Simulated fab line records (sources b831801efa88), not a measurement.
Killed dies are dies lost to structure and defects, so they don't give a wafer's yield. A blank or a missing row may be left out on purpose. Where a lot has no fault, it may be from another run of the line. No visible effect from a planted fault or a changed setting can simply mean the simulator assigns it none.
2 desks, one fault	flow gf180mcu	each desk holds nothing but its own numbers, with what lay behind them at the end

AT THE METROLOGY DESK
Means of the sampled wafers that have a number, per lot and without regard to the tool the lot ran on: this is what the gauges read. Any lot whose mean is over 4 standard deviations away from the usual mean is out of limits and marked OUT; that distance is given in the brackets.
Columns: A = M4_OVL at GF_M4_OVL_MEAS_15, usual 0 nm; B = V4_CVD_02_THK at GF_V4_THK_MEAS_03, usual 848 nm; C = V4_W_RS at GF_V4_RS_MEAS_24, usual 0.327 ohm/sq; D = V4_W_THK at GF_V4_THK_MEAS_25, usual 360 nm
lot	first seen here	A	B	C	D
L715	day 23 21:53	2	855	0.324	360
L717	day 24 17:24	8	853	0.321	363
L719	day 25 17:49	5	838	0.325	365
L720	day 26 06:21	-1	859	0.324	368
L723	day 26 21:05	3	838	0.314	371
L726	day 27 20:12	10	836	0.385 (+8.7) OUT	304 (-7.6) OUT
L731	day 29 04:44	-2	858	0.332	358
L730	day 29 05:26	2	844	0.387 (+9.0) OUT	302 (-7.9) OUT
L733	day 29 21:43	8	854	0.329	361
L736	day 30 11:41	-1	849	0.337	352
This desk finds L726, L730 out of limits, with the earliest case on L726 at day 28 18:20 (V4_W_RS at GF_V4_RS_MEAS_24). L715, L717, L719, L720, L723, L731, L733, L736: within limits.

FOR THE TOOL OWNER'S DESK: cvd-w-02
The tool's own readings at GF_V4_CVD_23 (deposits W, target thk 350 nm, time 104.9 s): means of the sampled wafers that have a number, for each lot that ran on this tool. Any lot whose mean is over 4 standard deviations away from the usual mean is out of limits and marked OUT; that distance is given in the brackets.
Columns: A = heater-power-w at GF_V4_CVD_23, usual 819 W; B = susceptor-temp-C at GF_V4_CVD_23, usual 399.99 C
lot	first seen here	A	B
L715	day 24 22:50	843	399.92
L717	day 25 17:58	825	399.89
L719	day 26 17:32	842	400.02
L720	day 27 05:50	816	400.00
L723	day 27 20:23	795	399.81
L726	day 28 18:14	833	399.95
L730	day 30 02:47	828	399.79
Finding of this desk: none of the 7 lots has anything out of limits.

BROUGHT TOGETHER
L726, L730 would have let the metrology desk raise an alarm at day 28 18:20.
Nothing out of limits was seen by the tool owner's desk.
Tool owner's desk: L726, L730 on record, inside its limits.
All the named lots went through GF_V4_CVD_23 on cvd-w-02.

WHAT THE SIMULATOR HAD PUT IN
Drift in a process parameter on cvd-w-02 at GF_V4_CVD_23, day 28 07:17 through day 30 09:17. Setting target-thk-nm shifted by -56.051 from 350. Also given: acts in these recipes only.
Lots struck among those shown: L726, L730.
Delay in hours, fault start to first out-of-limits reading, per desk: metrology desk 11.
